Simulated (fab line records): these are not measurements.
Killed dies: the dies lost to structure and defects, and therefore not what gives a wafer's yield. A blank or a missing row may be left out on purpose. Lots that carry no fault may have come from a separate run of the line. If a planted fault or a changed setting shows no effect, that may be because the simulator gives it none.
Struck lot and sound lot, side by side | flow gf180mcu | 14 out of 602 route steps
Sound: wafers L826.1, L826.2, L826.4. Wafers L818.2, L818.4, L818.6 were the ones struck. The cause comes at the end.
Order at every step that has rows: each side's tool, ch and its chambers, its first start. Under that, the readings that differ: sound wafers | struck wafers | difference of the means | sigmas: that difference in standard deviations of wafers without a fault.
alike: readings whose means differ by less than 2 such deviations, and words and numbers that are the same on both sides. not compared: withheld readings, readings that some wafer has no value for, bounds like >300 that may hide the same value, and numbers for which the record gives no deviation and whose values overlap.
The two part at a step that has a row with sigmas, a row that says differs or no value, or rows on one side only. Numbers that don't overlap but have no deviation are shown without sigmas and don't part them. A reading that every wafer of one side lacks parts them only if that side has two wafers or more.

first, 5 steps without rows for these wafers: GF_V1_COAT_09 (resist thk 1000 nm); GF_V1_SOFTBAKE_10 (time 60 s); GF_V1_EXPOSE_11 (exposes mask Via1, target cd 260 nm); GF_V1_PEB_12 (peb time 90 s); GF_V1_DEVELOP_13 (develop time 60 s).
GF_V1_CD_MEAS_14 targets a cd of 260 nm.
  sound: cd sem-01 at day 24 21:43; struck: cd sem-02 at day 22 03:32
  alike: cd nm
GF_V1_OVL_MEAS_15:
  sound: overlay-02 at day 24 21:50; struck: overlay-01 at day 22 03:39
  alike: V1_OVL
GF_V1_ETCH_16: etches BARC in N2/H2.
  sound on rie diel-04 ch 0,1,3, day 24 21:52; struck on rie diel-03 ch 0,1,2, day 22 03:41
  alike: drypump motor current A, h2 flow sccm, oes product au, throttle valve pct
GF_V1_ETCH_17: etches SiO2 in C4F8/O2/Ar, stops on TiN, target depth 630 nm.
  sound on rie diel-04 ch 0,1,3; struck on rie diel-03 ch 0,1,2
  alike: oes product au
GF_V1_STRIP_18: strips in O2/N2.
  sound on plasma asher-04 ch 0,1, day 24 21:59; struck on plasma asher-01 ch 0,1, day 22 03:49
  reading            | sound       | struck      | difference | sigmas
  heater power w (W) | 282 282 282 | 324 332 329 | +46        | +2
  alike: drypump motor current A, oes product au, platen temp c
  not compared: rf hours counter h
then, 2 steps without rows for these wafers: GF_V1_STRIP_19 (strips in post etch residue remover, time 1200 s); GF_V1_CLEAN_20 (cleans in DIW).
GF_V1_SPUTTER_21: material Ti, target thk 15 nm, time 80.02 s.
  sound: pvd sputter-01 at day 24 22:32; struck: pvd sputter-01 at day 22 04:51
  no value came back on the struck wafers for cathode dc power W (W), chamber pressure pa (Pa), throttle valve pct (%); on the sound wafers cathode dc power W (W) reads 2500.5 2500.1 2500.0
GF_V1_SPUTTER_22: material TiN, target thk 10 nm, time 40 s.
  sound: pvd sputter-01 at day 24 22:35; struck: pvd sputter-01 at day 22 04:55
  alike: cathode dc power W, chamber pressure pa, throttle valve pct

== WHERE THEY PART ==
Earliest at GF_V1_STRIP_18; latest, in this record, at GF_V1_SPUTTER_21. Later steps at which nothing parts them and some readings are alike: GF_V1_SPUTTER_22.

WHY: what the simulator had put in
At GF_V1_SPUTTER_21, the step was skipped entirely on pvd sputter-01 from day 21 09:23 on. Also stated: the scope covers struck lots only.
